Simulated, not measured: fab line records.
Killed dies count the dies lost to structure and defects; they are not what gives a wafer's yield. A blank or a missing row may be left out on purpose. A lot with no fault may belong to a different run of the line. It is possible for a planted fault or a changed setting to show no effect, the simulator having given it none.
Problem report, 8D (eight disciplines) form, completed by code || flow sky130 || the parts of the form that need people (team, actions taken, sign-off) are left out

## 1. WHAT IS WRONG
SKY_LOCAL_INTERCONNECT_CD_MEAS_11, cdNm: mean 91.4 nm over 1 wafer from 1 lot; wafers with no fault: 170.5 nm, standard deviation 1.3. That puts it -61 standard deviations away from the usual mean.
The step: target cd 170 nm.
The first sign was on wafer L408.2 at day 34 15:13, on cdSem-02. The record holds 39 wafers of 13 lots with a number at this step. By rule, "out" or "out of limits" means more than 4 standard deviations away from the usual mean. The other wafers with a number count as sound.

## 2. WHAT THIS IS AND IS NOT
{"question": "which readings at this step", "is": "cdNm", "is not": "-"}
{"question": "which lots", "is": "L408", "is not": "L397, L398, L400, L401, L402, L404, L405, L406, L407, L409, L418, L419"}
{"question": "which wafers of those lots", "is": "L408.2", "is not": "L408.3, L408.5"}
{"question": "read on which gauges", "is": "cdSem-02", "is not": "cdSem-01"}
{"question": "when", "is": "from day 34 15:13", "is not": "up to then (29 sound wafers); but 9 sound wafers of L409, L418, L419 came after"}

## 3. THE SUSPECTS, EACH WITH WHAT RULES IT OUT
Counting: if a tool at a process step up to the reading ran every lot that is out, it stays a suspect. Sound lots after the first of them don't rule it out here, since some wafers of a struck lot are sound.
- the gauge at SKY_LOCAL_INTERCONNECT_CD_MEAS_11: kept. All the wafers that are out were read on cdSem-02, and no step on other tools shows them out.
- krfScanner-01 at SKY_LOCAL_INTERCONNECT_EXPOSE_08 (exposes mask LI1M, target cd 170 nm): kept. It processed L408, the lot that is out, at day 34 02:04, and its most recent sound lot before then was L407 at day 33 17:31.
Left after counting: krfScanner-01 at SKY_LOCAL_INTERCONNECT_EXPOSE_08, cdSem-02 at SKY_LOCAL_INTERCONNECT_CD_MEAS_11.

## 4. THE CAUSE (what the simulator had put in)
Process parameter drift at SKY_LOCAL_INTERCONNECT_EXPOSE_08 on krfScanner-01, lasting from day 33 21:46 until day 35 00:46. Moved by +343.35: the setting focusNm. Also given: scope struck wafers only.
Counting leaves 2 suspects; this tool is one of them.

## 5. SEQUENCE OF EFFECTS, ordered by route
Each row: a reading where the mean over the struck wafers with a number is more than 3 standard deviations away from the usual. Only readings whose record carries a usual standard deviation are examined. hours: median over the lots of the time between each lot's start at the first step of this table that gives one and its start at this step. sigmas: the change, counted in usual standard deviations.
{"hours": 0, "step": "SKY_LOCAL_INTERCONNECT_CD_MEAS_11", "reading": "cdNm", "usual": "170.5 nm", "on struck wafers": 91.4, "change": -79.1, "sigmas": -61}

## 6. HOW IT WOULD HAVE BEEN CAUGHT EARLIER
In this record the first reading out of limits at a measuring or inspecting step was taken at day 34 15:13, 17 hours after the fault began at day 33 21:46.
Of the tool readings at SKY_LOCAL_INTERCONNECT_EXPOSE_08 for which the record gives a usual standard deviation, none was out on any struck wafer, so an alarm limit of 4 standard deviations on them would not have fired.
The start of SKY_LOCAL_INTERCONNECT_EXPOSE_08 on krfScanner-01 came by day 34 15:13 for every one of the lots that are out (1). Holding the tool at that point would not have protected any of them.
